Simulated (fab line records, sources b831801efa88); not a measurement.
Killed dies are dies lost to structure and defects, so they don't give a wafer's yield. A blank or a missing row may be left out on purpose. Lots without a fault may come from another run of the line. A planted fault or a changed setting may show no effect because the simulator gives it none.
Which tool did it? | flow sky130 | 24 lots, 72 wafers sampled, at 6 steps of a route of 708

WHAT THE GAUGES READ, wafer by wafer
SKY_CONTACT_RS_MEAS_25: measures by four-point-probe.
lot  | measured     | on            | CONTACT_W_RS (ohm/sq)
L074 | day 31 21:09 | film_metro-01 | 0.339 0.348 0.343
L075 | day 32 06:18 | film_metro-03 | 0.337 0.340 0.333
L077 | day 33 02:56 | film_metro-03 | 0.333 0.343 0.332
L076 | day 33 08:34 | film_metro-03 | 0.331 0.328 0.339
L078 | day 33 16:19 | film_metro-01 | 0.330 0.334 0.333
L079 | day 33 16:44 | film_metro-01 | 0.342 0.339 0.327
L080 | day 34 01:02 | film_metro-03 | 0.331 0.340 0.339
L081 | day 34 11:19 | film_metro-01 | 0.340 0.342 0.338
L082 | day 34 21:41 | film_metro-02 | 0.340 0.340 0.344
L083 | day 35 03:44 | film_metro-02 | 0.334 0.338 0.335
L084 | day 35 10:45 | film_metro-03 | 0.335 0.338 0.343
L085 | day 35 22:58 | film_metro-01 | 0.344 0.341 0.334
L086 | day 36 03:19 | film_metro-02 | 0.338 0.335 0.337
L087 | day 36 09:10 | film_metro-01 | 0.345 0.343 0.342
L088 | day 36 17:47 | film_metro-01 | 0.336 0.336 0.333
L089 | day 36 23:53 | film_metro-01 | 0.329 0.336 0.340
L090 | day 37 09:25 | film_metro-03 | 0.330 0.331 0.330
L091 | day 37 14:33 | film_metro-02 | 0.335 0.332 0.339
L092 | day 37 21:18 | film_metro-03 | 0.338 0.340 0.341
L093 | day 38 00:28 | film_metro-03 | 0.339 0.332 0.345
L094 | day 38 06:33 | film_metro-01 | 0.330 0.341 0.341
L095 | day 38 13:43 | film_metro-03 | 0.339 0.337 0.335
L096 | day 38 17:55 | film_metro-02 | 0.336 0.342 0.341
L097 | day 39 09:29 | film_metro-03 | 0.344 0.341 0.341

SKY_METAL2_OVL_MEAS_16.
lot  | measured     | on         | METAL2_OVL (nm)
L074 | day 35 04:21 | overlay-02 | 3 3 5
L075 | day 35 11:58 | overlay-01 | -7 -2 -8
L077 | day 36 08:32 | overlay-02 | -4 -1 -1
L076 | day 36 14:35 | overlay-01 | 1 2 -2
L078 | day 36 21:10 | overlay-02 | -9 -3 -12
L079 | day 36 23:04 | overlay-02 | -8 -5 -8
L080 | day 37 08:01 | overlay-01 | 7 6 -2
L081 | day 37 18:19 | overlay-01 | 5 -2 -4
L082 | day 38 03:31 | overlay-01 | -6 0 -2
L083 | day 38 15:50 | overlay-01 | -4 -6 -7
L084 | day 38 18:17 | overlay-02 | 7 6 5
L085 | day 39 07:34 | overlay-02 | -2 -3 1
L086 | day 39 10:28 | overlay-02 | -1 -11 -8
L087 | day 39 17:19 | overlay-01 | -3 -5 -2
L088 | day 40 05:38 | overlay-01 | 2 -6 5
L089 | day 40 08:05 | overlay-02 | -6 -5 -5
L090 | day 40 16:43 | overlay-02 | -5 -3 -4
L091 | day 40 22:34 | overlay-02 | -2 -3 -1
L092 | day 41 07:25 | overlay-01 | 0 -3 -3
L093 | day 41 08:29 | overlay-02 | 2 -5 1
L094 | day 41 13:10 | overlay-02 | 12 3 4
L095 | day 41 18:58 | overlay-02 | -7 -1 -7
L096 | day 41 23:09 | overlay-02 | 0 0 0
L097 | day 42 14:58 | overlay-02 | -3 4 -4

SKY_CAPM_OVL_MEAS_12.
lot  | measured     | on         | CAPM_OVL (nm)
L074 | day 37 11:05 | overlay-02 | -0.6 -2.0 -1.6
L075 | day 37 19:11 | overlay-01 | 2.2 1.6 -0.8
L077 | day 38 14:41 | overlay-02 | 1.2 -0.7 0.2
L076 | day 38 20:58 | overlay-01 | -0.3 0.2 1.4
L078 | day 39 02:56 | overlay-02 | -1.3 -1.9 -0.7
L079 | day 39 04:59 | overlay-01 | -1.1 -0.7 -1.4
L080 | day 39 13:29 | overlay-02 | 2.0 -0.6 0.9
L081 | day 39 21:20 | overlay-01 | 0.2 0.9 0.6
L082 | day 40 09:02 | overlay-01 | 0.1 1.5 -0.7
L083 | day 40 19:59 | overlay-02 | -0.7 -2.5 -2.3
L084 | day 40 23:40 | overlay-01 | 1.3 1.3 0.4
L085 | day 41 12:41 | overlay-02 | -3.7 -2.4 -3.3
L086 | day 41 14:44 | overlay-01 | -0.8 -1.5 -1.8
L087 | day 41 19:26 | overlay-01 | 0.2 -2.5 -0.3
L088 | day 42 09:13 | overlay-01 | -2.4 -1.3 -1.0
L089 | day 42 11:58 | overlay-01 | -2.1 -3.3 -1.0
L090 | day 42 19:56 | overlay-01 | -0.2 0.2 0.0
L091 | day 43 00:32 | overlay-01 | -0.8 -1.5 0.6
L092 | day 43 08:17 | overlay-02 | 0.1 -0.5 -2.0
L093 | day 43 11:16 | overlay-01 | 0.2 1.0 1.6
L094 | day 43 14:17 | overlay-02 | -1.5 -0.5 0.8
L095 | day 43 21:23 | overlay-01 | -1.5 -1.9 -2.5
L096 | day 43 23:17 | overlay-01 | 0.2 -0.3 1.9
L097 | day 44 15:32 | overlay-01 | -2.3 -1.5 -1.4

WHICH TOOL RAN EACH LOT (tool, then ch and the chambers of the sampled wafers, then the start)
lot  | SKY_CONTACT_CVD_24            | SKY_VIA1_CMP_02               | SKY_METAL3_SPUTTER_03
L074 | cvd_w-01 ch 0,1, day 31 21:02 | cmp-02 ch 0,3, day 33 01:15   | pvd_sputter-02, day 36 08:51
L075 | cvd_w-02 ch 0,1, day 32 06:11 | cmp-01 ch 0,1,3, day 33 10:24 | pvd_sputter-03, day 36 17:06
L077 | cvd_w-02 ch 0,1, day 33 02:49 | cmp-01 ch 0,1,2, day 34 05:11 | pvd_sputter-03, day 37 13:02
L076 | cvd_w-02 ch 0,1, day 33 08:26 | cmp-02 ch 1,2, day 34 11:05   | pvd_sputter-02, day 37 19:38
L078 | cvd_w-02 ch 0,1, day 33 16:13 | cmp-02 ch 0,1, day 34 17:20   | pvd_sputter-04, day 38 01:57
L079 | cvd_w-02 ch 0,1, day 33 16:38 | cmp-02 ch 0,1, day 34 18:32   | pvd_sputter-03, day 38 03:46
L080 | cvd_w-02 ch 0,1, day 34 00:56 | cmp-01 ch 1,2, day 35 02:46   | pvd_sputter-03, day 38 12:11
L081 | cvd_w-02 ch 0, day 34 11:11   | cmp-01 ch 0,1,2, day 35 12:38 | pvd_sputter-02, day 38 20:44
L082 | cvd_w-01 ch 0,1, day 34 21:35 | cmp-02 ch 0,2,3, day 36 01:31 | pvd_sputter-04, day 39 08:13
L083 | cvd_w-02 ch 0,1, day 35 03:37 | cmp-01 ch 0,1,3, day 36 07:13 | pvd_sputter-04, day 39 19:43
L084 | cvd_w-02 ch 0,1, day 35 10:37 | cmp-02 ch 0,2,3, day 36 14:20 | pvd_sputter-02, day 39 22:18
L085 | cvd_w-01 ch 0, day 35 22:50   | cmp-02 ch 1,2,3, day 37 02:26 | pvd_sputter-03, day 40 12:15
L086 | cvd_w-02 ch 0,1, day 36 03:11 | cmp-02 ch 2,3, day 37 07:23   | pvd_sputter-04, day 40 14:04
L087 | cvd_w-01 ch 0,1, day 36 09:04 | cmp-02 ch 0,3, day 37 12:59   | pvd_sputter-03, day 40 20:33
L088 | cvd_w-01 ch 0,1, day 36 17:41 | cmp-01 ch 0,1,2, day 37 21:19 | pvd_sputter-03, day 41 09:16
L089 | cvd_w-02 ch 0,1, day 36 23:46 | cmp-01 ch 0,1,3, day 38 03:23 | pvd_sputter-02, day 41 12:17
L090 | cvd_w-02 ch 1, day 37 09:17   | cmp-01 ch 0,1,3, day 38 12:59 | pvd_sputter-02, day 41 19:53
L091 | cvd_w-02 ch 0,1, day 37 14:25 | cmp-01 ch 0,1, day 38 17:47   | pvd_sputter-02, day 42 00:38
L092 | cvd_w-01 ch 0,1, day 37 21:11 | cmp-02 ch 1,2, day 39 04:12   | pvd_sputter-04, day 42 09:31
L093 | cvd_w-02 ch 0,1, day 38 00:20 | cmp-01 ch 0,2,3, day 39 05:08 | pvd_sputter-03, day 42 11:37
L094 | cvd_w-02 ch 0,1, day 38 06:26 | cmp-02 ch 1,2, day 39 09:17   | pvd_sputter-04, day 42 15:17
L095 | cvd_w-01 ch 0,1, day 38 13:35 | cmp-02 ch 1,2,3, day 39 16:20 | pvd_sputter-03, day 42 21:55
L096 | cvd_w-02 ch 0,1, day 38 17:49 | cmp-01 ch 0,1,2, day 39 21:22 | pvd_sputter-04, day 43 01:13
L097 | cvd_w-01 ch 0,1, day 39 09:22 | cmp-01 ch 0,1,2, day 40 12:39 | pvd_sputter-02, day 43 16:48
- SKY_CONTACT_CVD_24: deposits W, target thk 340 nm, time 102.12 s.
- SKY_VIA1_CMP_02: polishes SiO2.
- SKY_METAL3_SPUTTER_03: material Ti, target thk 5 nm, time 3.3 s.

WHAT THE TOOLS THEMSELVES READ (means of the sampled wafers that have a number; where no wafer has one, the mark that the record gives instead)
SKY_CONTACT_CVD_24.
lot  | tool     | heater_power_w (W)
L074 | cvd_w-01 | 887
L075 | cvd_w-02 | 1001
L077 | cvd_w-02 | 981
L076 | cvd_w-02 | 980
L078 | cvd_w-02 | 983
L079 | cvd_w-02 | 1048
L080 | cvd_w-02 | 1040
L081 | cvd_w-02 | 1104
L082 | cvd_w-01 | 886
L083 | cvd_w-02 | 1045
L084 | cvd_w-02 | 977
L085 | cvd_w-01 | 928
L086 | cvd_w-02 | 1051
L087 | cvd_w-01 | 858
L088 | cvd_w-01 | 889
L089 | cvd_w-02 | 1046
L090 | cvd_w-02 | 932
L091 | cvd_w-02 | 1029
L092 | cvd_w-01 | 892
L093 | cvd_w-02 | 1045
L094 | cvd_w-02 | 1054
L095 | cvd_w-01 | 836
L096 | cvd_w-02 | 1032
L097 | cvd_w-01 | 795

SKY_VIA1_CMP_02.
lot  | tool   | motor_current_A (A)
L074 | cmp-02 | 12.3
L075 | cmp-01 | 11.9
L077 | cmp-01 | 11.1
L076 | cmp-02 | 12.3
L078 | cmp-02 | 11.5
L079 | cmp-02 | 12.1
L080 | cmp-01 | 9.9
L081 | cmp-01 | 11.3
L082 | cmp-02 | 12.8
L083 | cmp-01 | 11.7
L084 | cmp-02 | 12.3
L085 | cmp-02 | 12.6
L086 | cmp-02 | 12.6
L087 | cmp-02 | 12.2
L088 | cmp-01 | 11.0
L089 | cmp-01 | 11.5
L090 | cmp-01 | 11.8
L091 | cmp-01 | 11.8
L092 | cmp-02 | 13.1
L093 | cmp-01 | 11.4
L094 | cmp-02 | 12.8
L095 | cmp-02 | 13.0
L096 | cmp-01 | 10.9
L097 | cmp-01 | 10.4

SKY_METAL3_SPUTTER_03.
lot  | tool           | throttle_valve_pct (%)
L074 | pvd_sputter-02 | 30.4
L075 | pvd_sputter-03 | 29.8
L077 | pvd_sputter-03 | 29.3
L076 | pvd_sputter-02 | 29.9
L078 | pvd_sputter-04 | 29.9
L079 | pvd_sputter-03 | 30.6
L080 | pvd_sputter-03 | 30.9
L081 | pvd_sputter-02 | 30.0
L082 | pvd_sputter-04 | 29.7
L083 | pvd_sputter-04 | 29.6
L084 | pvd_sputter-02 | 30.2
L085 | pvd_sputter-03 | 29.8
L086 | pvd_sputter-04 | 29.1
L087 | pvd_sputter-03 | 29.9
L088 | pvd_sputter-03 | 29.7
L089 | pvd_sputter-02 | 29.9
L090 | pvd_sputter-02 | 30.7
L091 | pvd_sputter-02 | 30.3
L092 | pvd_sputter-04 | 29.8
L093 | pvd_sputter-03 | 30.4
L094 | pvd_sputter-04 | 29.6
L095 | pvd_sputter-03 | 30.5
L096 | pvd_sputter-04 | 29.4
L097 | pvd_sputter-02 | 31.2

THE ANSWER, worked out from the rows above alone
Rule: what is usual is taken from the lots themselves. Put in order of their means at a reading, lots are off if they are a third of the lots or fewer, leave a main group of 4 or more, and stand apart from it by a gap of 3 or more times the standard deviation of the main group's means; of several such gaps the widest counts. A main group whose means are all the same, to the digits that the tables above print for the reading, isn't used. A lot without any number at a reading at which 4 lots or more have one is off too. The other lots that the step has rows for count as sound. The gauges are gone through in route order, then the tools' own readings, and for those a lot's mean is taken as printed above. The first step at which some lot is off is used, and at that step the reading that is off furthest; a lot without a number counts as furthest.
No lot is off at any reading shown: from this, nothing can be told.

WHAT THE SIMULATOR HAD PUT IN
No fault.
